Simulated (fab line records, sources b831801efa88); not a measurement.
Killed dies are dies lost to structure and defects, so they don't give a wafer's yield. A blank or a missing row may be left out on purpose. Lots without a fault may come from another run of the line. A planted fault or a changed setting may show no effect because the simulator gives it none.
Which tool did it? | flow gf180mcu | 14 lots, 42 wafers sampled, at 5 steps of a route of 602

WHAT THE GAUGES READ, wafer by wafer
GF_POLY_GATE_THK_MEAS_01. Usual: POLY_GATE_CVD_00_THK 200.2 nm, standard deviation 2.3.
lot  | measured     | on            | POLY_GATE_CVD_00_THK (nm) | flag
L351 | day 8 14:05  | film_metro-01 | 196.7 197.7 196.8         |
L352 | day 8 19:10  | film_metro-01 | 199.3 198.2 199.2         |
L353 | day 9 00:56  | film_metro-02 | 199.6 198.3 198.6         |
L354 | day 9 10:22  | film_metro-01 | 204.5 203.8 203.4         |
L356 | day 9 23:37  | film_metro-02 | 197.8 196.1 197.1         |
L358 | day 10 10:09 | film_metro-02 | 198.2 201.1 200.4         |
L359 | day 10 17:43 | film_metro-02 | 202.0 201.1 200.7         |
L362 | day 11 15:59 | film_metro-01 | 202.9 205.5 203.6         |
L363 | day 11 20:58 | film_metro-04 | 201.5 200.8 202.4         |
L365 | day 12 11:12 | film_metro-02 | 198.1 198.3 197.1         |
L366 | day 12 22:35 | film_metro-01 | 200.4 199.2 199.3         |
L367 | day 13 03:02 | film_metro-02 | 197.1 195.7 195.0         |
L372 | day 14 12:52 | film_metro-04 | 204.3 202.4 203.0         |
L374 | day 15 04:56 | film_metro-02 | 200.0 200.8 199.8         |

GF_HV_LDD_CD_MEAS_19: target cd 400 nm. Usual: cd_nm 400.3 nm, standard deviation 2.9.
lot  | measured     | on        | cd_nm (nm)        | flag
L351 | day 10 20:29 | cd_sem-02 | 401.4 401.8 400.7 |
L352 | day 11 01:31 | cd_sem-02 | 402.4 401.3 399.2 |
L353 | day 11 06:56 | cd_sem-02 | 393.5 394.1 395.8 |
L354 | day 11 17:10 | cd_sem-01 | 398.8 398.6 399.7 |
L356 | day 12 08:19 | cd_sem-02 | 398.2 400.9 402.7 |
L358 | day 12 20:12 | cd_sem-01 | 399.8 401.2 402.0 |
L359 | day 13 05:33 | cd_sem-02 | 400.6 397.4 399.2 |
L362 | day 14 05:20 | cd_sem-01 | 399.4 399.2 398.8 |
L363 | day 14 13:41 | cd_sem-01 | 406.0 404.5 406.5 |
L365 | day 15 02:58 | cd_sem-02 | 399.3 401.6 399.6 |
L366 | day 15 15:13 | cd_sem-02 | 401.7 399.9 401.3 |
L367 | day 15 20:29 | cd_sem-01 | 406.8 406.7 406.8 |
L372 | day 17 10:20 | cd_sem-01 | 403.1 404.3 402.5 |
L374 | day 18 03:56 | cd_sem-02 | 402.1 404.8 402.7 |

GF_HV_LDD_TW_MEAS_23. Usual: HV_LDD_2_TW 1070, standard deviation 9.1.
lot  | measured     | on            | HV_LDD_2_TW    | flag
L351 | day 10 20:53 | film_metro-04 | 1068 1066 1059 |
L352 | day 11 01:55 | film_metro-03 | 1070 1083 1072 |
L353 | day 11 07:20 | film_metro-04 | 1053 1060 1048 |
L354 | day 11 17:34 | film_metro-04 | 1056 1052 1055 |
L356 | day 12 08:43 | film_metro-03 | 1081 1081 1079 |
L358 | day 12 20:35 | film_metro-03 | 1083 1078 1080 |
L359 | day 13 05:58 | film_metro-04 | 1053 1055 1058 |
L362 | day 14 05:44 | film_metro-01 | 1068 1073 1067 |
L363 | day 14 14:05 | film_metro-03 | 1081 1077 1069 |
L365 | day 15 03:21 | film_metro-01 | 1074 1078 1075 |
L366 | day 15 15:36 | film_metro-03 | 1069 1079 1080 |
L367 | day 15 21:14 | film_metro-03 | 1332 1339 1335 | OFF
L372 | day 17 11:03 | film_metro-04 | 1317 1323 1316 | OFF
L374 | day 18 04:19 | film_metro-01 | 1085 1085 1083 |

GF_HV_LDD_CD_MEAS_46: target cd 400 nm. Usual: cd_nm 400.5 nm, standard deviation 2.1.
lot  | measured     | on        | cd_nm (nm)        | flag
L351 | day 12 10:59 | cd_sem-01 | 399.5 399.2 400.2 |
L352 | day 12 16:11 | cd_sem-02 | 402.6 399.8 400.5 |
L353 | day 12 21:25 | cd_sem-02 | 392.5 395.0 395.0 | OFF
L354 | day 13 07:40 | cd_sem-02 | 405.2 404.7 403.4 |
L356 | day 14 01:07 | cd_sem-02 | 401.5 402.4 401.4 |
L358 | day 14 15:03 | cd_sem-01 | 400.4 398.6 400.5 |
L359 | day 15 00:45 | cd_sem-02 | 403.2 402.6 400.2 |
L362 | day 16 02:32 | cd_sem-02 | 400.4 400.2 398.8 |
L363 | day 16 11:16 | cd_sem-01 | 399.8 398.1 400.4 |
L365 | day 17 01:52 | cd_sem-02 | 399.3 398.8 397.1 |
L366 | day 17 14:18 | cd_sem-01 | 402.4 401.6 400.2 |
L367 | day 17 19:35 | cd_sem-01 | 402.3 401.0 398.7 |
L372 | day 19 10:47 | cd_sem-02 | 399.7 399.8 402.0 |
L374 | day 20 05:26 | cd_sem-01 | 400.0 400.2 399.7 |

WHICH TOOL RAN EACH LOT (tool, then ch and the chambers of the sampled wafers, then the start)
lot  | GF_HV_LDD_IMPLANT_21
L351 | implanter-04 ch 0, day 10 20:38
L352 | implanter-01 ch 0, day 11 01:40
L353 | implanter-01 ch 0, day 11 07:05
L354 | implanter-04 ch 0, day 11 17:19
L356 | implanter-01 ch 0, day 12 08:28
L358 | implanter-02 ch 0, day 12 20:22
L359 | implanter-02 ch 0, day 13 05:43
L362 | implanter-01 ch 0, day 14 05:29
L363 | implanter-04 ch 0, day 14 13:50
L365 | implanter-04 ch 0, day 15 03:08
L366 | implanter-02 ch 0, day 15 15:23
L367 | implanter-04 ch 0, day 15 20:39
L372 | implanter-04 ch 0, day 17 10:29
L374 | implanter-04 ch 0, day 18 04:07
- GF_HV_LDD_IMPLANT_21

WHAT THE TOOLS THEMSELVES READ (means of the sampled wafers that have a number; where no wafer has one, the mark that the record gives instead)
GF_HV_LDD_IMPLANT_21. Usual: dose_ions_cm2 5.167e+13, standard deviation 6e+10.
lot  | tool         | dose_ions_cm2 | flag
L351 | implanter-04 | 5.173e+13     |
L352 | implanter-01 | 5.166e+13     |
L353 | implanter-01 | 5.165e+13     |
L354 | implanter-04 | 5.167e+13     |
L356 | implanter-01 | 5.167e+13     |
L358 | implanter-02 | 5.165e+13     |
L359 | implanter-02 | 5.181e+13     |
L362 | implanter-01 | 5.173e+13     |
L363 | implanter-04 | 5.161e+13     |
L365 | implanter-04 | 5.159e+13     |
L366 | implanter-02 | 5.160e+13     |
L367 | implanter-04 | 5.169e+13     |
L372 | implanter-04 | 5.174e+13     |
L374 | implanter-04 | 5.168e+13     |

THE ANSWER, worked out from the rows above alone
Rule: a lot is off if the mean of its wafers that have a number lies more than 3 standard deviations from the usual mean. A lot without any number at a reading at which 4 lots or more have one is off too. The other lots that the step has rows for count as sound. The gauges are gone through in route order, then the tools' own readings, and for those a lot's mean is taken as printed above. The first step at which some lot is off is used, and at that step the reading that is off furthest; a lot without a number counts as furthest.
Off: L367, L372, at GF_HV_LDD_TW_MEAS_23 (HV_LDD_2_TW).
A tool fits if, at a process step before that reading, it ran every lot that is off, and no sound lot after the first of them. The gauges at GF_HV_LDD_TW_MEAS_23 are tried like those tools. None of those tried fits.

WHAT THE SIMULATOR HAD PUT IN
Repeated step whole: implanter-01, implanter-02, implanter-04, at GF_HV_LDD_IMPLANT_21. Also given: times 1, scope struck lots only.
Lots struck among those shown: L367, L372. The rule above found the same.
